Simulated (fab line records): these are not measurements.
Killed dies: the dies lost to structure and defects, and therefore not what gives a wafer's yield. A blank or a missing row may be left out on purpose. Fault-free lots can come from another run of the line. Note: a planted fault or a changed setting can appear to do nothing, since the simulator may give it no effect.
8D (eight disciplines) problem report, filled in by code + flow sky130 + the parts of the form that need people (team, actions taken, sign-off) are left out

== 1. PROBLEM STATEMENT ==
Mean of developer temp C at SKY_LDD_P_DEVELOP_06: 22.26 C across 6 wafers in 2 lots; on wafers with no fault it is 23.00 C (standard deviation 0.11). That puts it -6.7 standard deviations away from the usual mean.
The step: develop time 60 s.
The first sign was on wafer L803.3 at day 22 01:07, on litho track-01. At this step, 42 wafers from 14 lots have a number in the record. By rule, "out" or "out of limits" means more than 4 standard deviations away from the usual mean. The rest of the wafers with a number are treated as sound.

== 2. WHAT THIS IS AND IS NOT ==
| question                    | is                     | is not                                                                                                         |
|-----------------------------|------------------------|----------------------------------------------------------------------------------------------------------------|
| which readings at this step | developer temp C       | -                                                                                                              |
| which lots                  | L803, L805             | L797, L798, L799, L800, L812, L813, L814, L815, L816, L817, L818, L819                                         |
| which wafers of those lots  | all that have a number | -                                                                                                              |
| read on which tools         | litho track-01         | litho track-02, litho track-03                                                                                 |
| when                        | from day 22 01:07      | up to then (12 sound wafers); but 24 sound wafers of L812, L813, L814, L815, L816, L817, L818, L819 came after |

== 3. SUSPECTS, AND WHAT RULES EACH OUT ==
Counting: a tool stays on the suspect list if, at a process step up to the reading, it processed all lots that are out and no sound lot following the first of them.
- litho track-01 at SKY_LDD_P_DEVELOP_06 (develop time 60 s): ruled out as a lasting fault. The sound lots L813, L817 went through it after L803, its earliest lot that is out (day 22 01:07).
Left after counting: nothing in the record.

== 4. THE CAUSE (what the simulator had put in) ==
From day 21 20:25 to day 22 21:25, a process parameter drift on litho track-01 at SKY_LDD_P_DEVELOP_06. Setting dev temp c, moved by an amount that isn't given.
Counting ruled it out, wrongly.

== 5. SEQUENCE OF EFFECTS, ordered by route ==
One row per reading whose mean, taken over the struck wafers that have a number, lies over 3 standard deviations from the usual. Only readings for which the record gives a usual standard deviation are gone through. hours: the time from each lot's start at the first step in this table that gives one to its start at this step, as a median over the lots. sigmas: the change in usual standard deviations.
| hours | step                 | reading          | usual   | on struck wafers | change | sigmas |
|-------|----------------------|------------------|---------|------------------|--------|--------|
| 0     | SKY_LDD_P_DEVELOP_06 | developer temp C | 23.00 C | 22.26            | -0.74  | -6.7   |
The process steps in it:
- SKY_LDD_P_DEVELOP_06: develop time 60 s.
Later measuring or inspecting steps at which every struck wafer that the step has a row for has a number for every such reading, and none has moved that far: SKY_LDD_P_CD_MEAS_07, SKY_LDD_P_OVL_MEAS_08.

== 6. WHAT WOULD HAVE CAUGHT IT SOONER ==
First out-of-limits reading in this record: day 22 01:07, which is 5 hours after fault onset at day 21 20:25.
